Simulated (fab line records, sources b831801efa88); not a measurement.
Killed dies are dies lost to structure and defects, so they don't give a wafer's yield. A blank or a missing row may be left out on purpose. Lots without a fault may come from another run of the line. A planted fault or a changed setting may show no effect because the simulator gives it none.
A struck lot beside a sound one | flow sfq_line | 42 steps out of a route of 325
Sound: wafers L685.1, L685.5, L685.6. Struck: wafer L692.2. (L692.5, L692.6 of the same lot were not struck and are left out.) The cause comes at the end.
At each step with rows: each side's tool, then ch and its chambers, then its first start. Under that, the readings that differ: sound wafers | struck wafers | difference of the means | sigmas: that difference in standard deviations of wafers without a fault.
alike: readings whose means differ by less than 2 such deviations, and words and numbers that are the same on both sides. not compared: withheld readings, readings that some wafer has no value for, bounds like >300 that may hide the same value, and numbers for which the record gives no deviation and whose values overlap.
The two part at a step that has a row with sigmas, a row that says differs or no value, or rows on one side only. Numbers that don't overlap but have no deviation are shown without sigmas and don't part them. A reading that every wafer of one side lacks parts them only if that side has two wafers or more.

first, 6 steps without rows for these wafers: SFQ_TRILAYER_M2_LITHO_COAT_062 (resist thk 62 nm); SFQ_TRILAYER_M2_LITHO_COAT_057 (resist thk 600 nm); SFQ_TRILAYER_M2_LITHO_SOFTBAKE_061; SFQ_TRILAYER_M2_LITHO_EXPOSE_058 (exposes mask M2, target cd 500 nm); SFQ_TRILAYER_M2_LITHO_PEB_060 (peb time 60 s); SFQ_TRILAYER_M2_LITHO_DEVELOP_059 (time 60 s).
SFQ_M2_OVL_MEAS_916:
  sound on overlay-01, day 30 01:51; struck on overlay-01, day 33 07:51
  alike: M2_OVL
then, 1 step without rows for these wafers: SFQ_TRILAYER_M2_BARC_OPEN_METAL_ETCH_077 (etches BARC in O2, target depth 125 nm, time 43.11 s).
SFQ_TRILAYER_M2_ETCH_METAL_ETCH_060: etches Nb in Cl2/Ar, stops on SiO2, target depth 240 nm, time 120 s.
  sound on rie_metal-04 ch 0,1, day 30 01:57; struck on rie_metal-04 ch 0, day 33 07:56
  alike: bias_w, drypump_motor_current_A, oes_product_au
  not compared: rf_hours_counter_h
SFQ_TRILAYER_M2_STRIP_STRIP_061: strips in O2.
  sound on rie_metal-04 ch 0,1, day 30 02:05; struck on rie_metal-04 ch 0, day 33 08:04
  alike: drypump_motor_current_A, oes_product_au
  not compared: rf_hours_counter_h
then, 2 steps without rows for these wafers: SFQ_TRILAYER_M2_STRIP_SOLV_CLEAN_062 (cleans in NMP, time 600 s); SFQ_TRILAYER_I2_DEP_PECVD_063 (deposits SiO2 from SiH4/N2O, time 111.11 s, target thk 500 nm).
SFQ_TRILAYER_I2_CMP_CMP_064: polishes SiO2.
  sound on cmp-01 ch 0,2,3, day 30 06:20; struck on cmp-01 ch 0, day 33 10:25
  reading                                             | sound             | struck | difference | sigmas
  head_pressure_psi (psi)                             | 3.013 2.996 3.010 | 2.989  | -0.017     | -3
  time_to_endpoint_s (s)                              | 215 225 222       | 248    | +27        | +4
  model.SiO2_of_TRILAYER_I2_DEP_PECVD_063.thk_nm (nm) | 200.6 199.5 202.2 | 150.1  | -50.7      |
  alike: motor_current_A
SFQ_I2_BOW_MEAS_917:
  sound on film_metro-04, day 30 08:20; struck on film_metro-01, day 33 11:56
  alike: I2_BOW
SFQ_TRILAYER_I2_METRO_MEASURE_065:
  sound on film_metro-04, day 30 08:28; struck on film_metro-01, day 33 12:14
  reading     | sound             | struck | difference | sigmas
  thk_nm (nm) | 200.6 199.4 202.2 | 150.0  | -50.7      | -51
then, 6 steps without rows for these wafers: SFQ_TRILAYER_I2_VIA_LITHO_COAT_072 (resist thk 62 nm); SFQ_TRILAYER_I2_VIA_LITHO_COAT_067 (resist thk 650 nm); SFQ_TRILAYER_I2_VIA_LITHO_SOFTBAKE_071; SFQ_TRILAYER_I2_VIA_LITHO_EXPOSE_068 (exposes mask I2, target cd 500 nm); SFQ_TRILAYER_I2_VIA_LITHO_PEB_070 (peb time 60 s); SFQ_TRILAYER_I2_VIA_LITHO_DEVELOP_069 (time 60 s).
-- the record jumps here: 7 days lie between the struck wafers' starts before and after --
SFQ_I2_OVL_MEAS_918:
  sound on overlay-02, day 36 23:41; struck on overlay-02, day 40 05:23
  reading     | sound  | struck | difference | sigmas
  I2_OVL (nm) | -4 3 0 | 12     | +12        | +2
SFQ_TRILAYER_I2_VIA_BARC_OPEN_VIA_ETCH_096: etches BARC in O2, target depth 125 nm, time 41.7 s.
  sound on rie_diel-03 ch 1,2, day 36 23:44; struck on rie_diel-03 ch 1, day 40 05:25
  alike: bias_w, drypump_motor_current_A, oes_product_au
  not compared: rf_hours_counter_h
SFQ_TRILAYER_I2_VIA_ETCH_VIA_ETCH_070: etches SiO2 in CHF3, stops on Nb, target depth 260 nm.
  sound on rie_diel-03 ch 1,2, day 36 23:46; struck on rie_diel-03 ch 1, day 40 05:27
  reading                        | sound             | struck | difference | sigmas
  oes_product_au (a.u.)          | 0.858 0.857 0.861 | 0.747  | -0.112     | -20
  model.I2.feature_depth_nm (nm) | 200.6 199.5 202.2 | 150.1  | -50.7      |
  model.etch.depth_nm (nm)       | 200.6 199.5 202.2 | 150.1  | -50.7      |
  alike: bias_w, drypump_motor_current_A
SFQ_TRILAYER_I2_VIA_STRIP_STRIP_071: strips in O2.
  sound on rie_metal-03 ch 0,1, day 36 23:53; struck on rie_metal-02 ch 1, day 40 05:34
  alike: drypump_motor_current_A, oes_product_au
  not compared: rf_hours_counter_h
then, 1 step without rows for these wafers: SFQ_TRILAYER_I2_VIA_STRIP_SOLV_CLEAN_072 (cleans in NMP, time 600 s).
SFQ_TRILAYER_M3_DEP_PRE_CLEAN_074: time 22.5 s.
  sound on pvd_sputter-03, day 37 00:40; struck on pvd_sputter-04, day 40 06:20
  reading                                             | sound           | struck | difference | sigmas
  model.SiO2_of_TRILAYER_I2_DEP_PECVD_063.thk_nm (nm) | 193.1 192 194.7 | 142.6  | -50.7      |
then, 1 step without rows for these wafers: SFQ_TRILAYER_M3_DEP_SPUTTER_073 (material Nb, target thk 200 nm, time 133.3 s).
SFQ_M3_RS_MEAS_919: measures by four-point-probe.
  sound on film_metro-03, day 37 00:47; struck on film_metro-02, day 40 06:28
  alike: M3_NB_RS
then, 6 steps without rows for these wafers: SFQ_TRILAYER_M3_LITHO_COAT_080 (resist thk 62 nm); SFQ_TRILAYER_M3_LITHO_COAT_075 (resist thk 600 nm); SFQ_TRILAYER_M3_LITHO_SOFTBAKE_079; SFQ_TRILAYER_M3_LITHO_EXPOSE_076 (exposes mask M3, target cd 500 nm); SFQ_TRILAYER_M3_LITHO_PEB_078 (peb time 60 s); SFQ_TRILAYER_M3_LITHO_DEVELOP_077 (time 60 s).
-- the record jumps here: 6 days lie between the struck wafers' starts before and after --
SFQ_M3_OVL_MEAS_921:
  sound on overlay-01, day 43 17:23; struck on overlay-02, day 46 06:52
  alike: M3_OVL
then, 2 steps without rows for these wafers: SFQ_TRILAYER_M3_BARC_OPEN_METAL_ETCH_100 (etches BARC in O2, target depth 125 nm, time 41.7 s); SFQ_TRILAYER_M3_ETCH_METAL_ETCH_078 (etches Nb in Cl2/Ar, stops on SiO2, target depth 240 nm, time 120 s).
SFQ_TRILAYER_M3_STRIP_STRIP_079: strips in O2.
  sound on rie_metal-04 ch 0,1, day 43 17:37; struck on rie_metal-02 ch 1, day 46 07:05
  alike: drypump_motor_current_A, oes_product_au
  not compared: rf_hours_counter_h
then, 2 steps without rows for these wafers: SFQ_TRILAYER_M3_STRIP_SOLV_CLEAN_080 (cleans in NMP, time 600 s); SFQ_TRILAYER_I3_DEP_PECVD_081 (deposits SiO2 from SiH4/N2O, time 111.11 s, target thk 500 nm).
-- the record jumps here: 37 days lie between the struck wafers' starts before and after --
SFQ_M8_BOW_MEAS_951:
  sound on film_metro-03, day 79 20:33; struck on film_metro-01, day 83 03:22
  reading                 | sound             | struck | difference | sigmas
  model.etest.i2.link_ohm | 1.967 1.974 1.976 | 1.945  | -0.027     |
  alike: M8_BOW

WHERE THEY PART
First at SFQ_TRILAYER_I2_CMP_CMP_064; last, within this record, at SFQ_TRILAYER_I2_VIA_ETCH_VIA_ETCH_070. Later steps at which nothing parts them and some readings are alike: SFQ_TRILAYER_I2_VIA_STRIP_STRIP_071, SFQ_M3_RS_MEAS_919, SFQ_M3_OVL_MEAS_921, SFQ_TRILAYER_M3_STRIP_STRIP_079, SFQ_M8_BOW_MEAS_951.

WHY: what the simulator had put in
Process parameter drift: cmp-01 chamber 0, from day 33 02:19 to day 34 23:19, at SFQ_TRILAYER_I2_CMP_CMP_064. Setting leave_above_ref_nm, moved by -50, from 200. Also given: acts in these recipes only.
